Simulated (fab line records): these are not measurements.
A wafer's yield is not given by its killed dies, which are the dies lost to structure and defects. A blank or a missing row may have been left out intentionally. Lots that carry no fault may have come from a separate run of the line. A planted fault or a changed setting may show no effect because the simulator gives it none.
Comparing a struck lot with a sound one | flow sky130 | 18 steps out of a route of 708
Sound: these wafers, L785.2, L785.3, L785.4. Struck: wafers L784.2, L784.3, L784.4. Last of all comes the cause.
For every step that has rows: the tool of each side, followed by ch and its chambers, followed by its first start. Under that, the readings that differ: sound wafers | struck wafers | difference of the means | sigmas: that difference in standard deviations of wafers without a fault.
alike: readings whose means differ by less than 2 such deviations, and words and numbers that are the same on both sides. not compared: withheld readings, readings that some wafer has no value for, bounds like >300 that may hide the same value, and numbers for which the record gives no deviation and whose values overlap.
Wherever a step has rows on one side only, a row that says differs or no value, or a row with sigmas, the two part there. Numbers that have no deviation but don't overlap get no sigmas and don't part them. A reading missing from all wafers of one side parts the sides only when that side holds two or more wafers.

first, 3 steps without rows for these wafers: SKY_POLY_CUT_EXPOSE_05 (exposes mask NPCM, target cd 270 nm); SKY_POLY_CUT_PEB_06; SKY_POLY_CUT_DEVELOP_07 (develop time 60 s).
SKY_POLY_CUT_CD_MEAS_08: target cd 270 nm.
  sound on cd_sem-01, day 28 08:53; struck on cd_sem-01, day 28 06:08
  alike: cd_nm
SKY_POLY_CUT_OVL_MEAS_09:
  sound on overlay-02, day 28 08:59; struck on overlay-02, day 28 06:14
  alike: POLY_CUT_OVL
SKY_POLY_CUT_ETCH_10: etches BARC in N2/H2, stops on SiO2, time 45.9 s, target depth 60 nm.
  sound on rie_diel-01 ch 0,1,2, day 28 09:01; struck on rie_diel-03 ch 0,2,3, day 28 06:16
  reading                | sound  | struck | difference | sigmas
  rf_hours_counter_h (h) | 8 44 6 | 4 2 5  | -16        |
  alike: drypump_motor_current_A, h2_flow_sccm, oes_product_au, throttle_valve_pct
SKY_POLY_CUT_ETCH_11: etches Si3N4 in CF4/CH2F2/Ar, stops on poly-Si, time 42.5 s, target depth 60 nm.
  sound on rie_diel-01 ch 0,1,2, day 28 09:04; struck on rie_diel-03 ch 0,2,3, day 28 06:19
  reading                | sound  | struck | difference | sigmas
  rf_hours_counter_h (h) | 8 44 6 | 5 2 5  | -15        |
  alike: drypump_motor_current_A, oes_product_au, throttle_valve_pct
SKY_POLY_CUT_STRIP_12: strips in O2/N2.
  sound on plasma_asher-02 ch 0,1, day 28 09:06; struck on plasma_asher-03 ch 0,1, day 28 06:21
  alike: drypump_motor_current_A, oes_product_au, strip_time_to_endpoint_s
  not compared: rf_hours_counter_h
then, 4 steps without rows for these wafers: SKY_SD_P_DEHYDRATE_00 (time 60 s); SKY_SD_P_HMDS_01 (prime time 60 s); SKY_SD_P_COAT_02 (resist thk 1140 nm); SKY_SD_P_SOFTBAKE_03 (time 60 s).
SKY_SD_P_EXPOSE_04: exposes mask PSDM, target cd 380 nm.
  sound on iline_stepper-01 ch 0, day 28 23:37; struck on iline_stepper-01 ch 0, day 28 20:47
  reading | sound                | struck                        | difference | sigmas
  mask    | PSDM#0 PSDM#0 PSDM#0 | PSDM_R1#0 PSDM_R1#0 PSDM_R1#0 | differs    |
  alike: focus_offset_nm
then, 2 steps without rows for these wafers: SKY_SD_P_PEB_05; SKY_SD_P_DEVELOP_06 (develop time 60 s).
SKY_SD_P_CD_MEAS_07: target cd 380 nm.
  sound on cd_sem-01, day 29 13:22; struck on cd_sem-02, day 29 10:18
  reading    | sound             | struck            | difference | sigmas
  cd_nm (nm) | 382.1 378.5 382.0 | 307.3 305.7 308.7 | -73.6      | -31
SKY_SD_P_OVL_MEAS_08:
  sound on overlay-01, day 29 13:29; struck on overlay-01, day 29 10:24
  alike: SD_P_OVL
-- a jump in the record: the struck wafers' starts before and after are 19 days apart (it breaks off in module SD_P and resumes in module PAD_OPEN, where the first step shown is number 708 of the route) --
SKY_PAD_OPEN_PROBE_99:
  sound on prober-01, day 48 14:52; struck on prober-02, day 48 14:40
  alike: killed_at_M0_to_M3, killed_at_M4_up, killed_at_contacts, killed_at_front_end, killed_at_other, killed_dies, killed_on_rim, killed_open, killed_short

== WHERE THEY PART ==
Earliest at SKY_SD_P_EXPOSE_04; latest, in this record, at SKY_SD_P_CD_MEAS_07. Later steps at which nothing parts them and some readings are alike: SKY_SD_P_OVL_MEAS_08, SKY_PAD_OPEN_PROBE_99.

WHY: what the simulator had put in
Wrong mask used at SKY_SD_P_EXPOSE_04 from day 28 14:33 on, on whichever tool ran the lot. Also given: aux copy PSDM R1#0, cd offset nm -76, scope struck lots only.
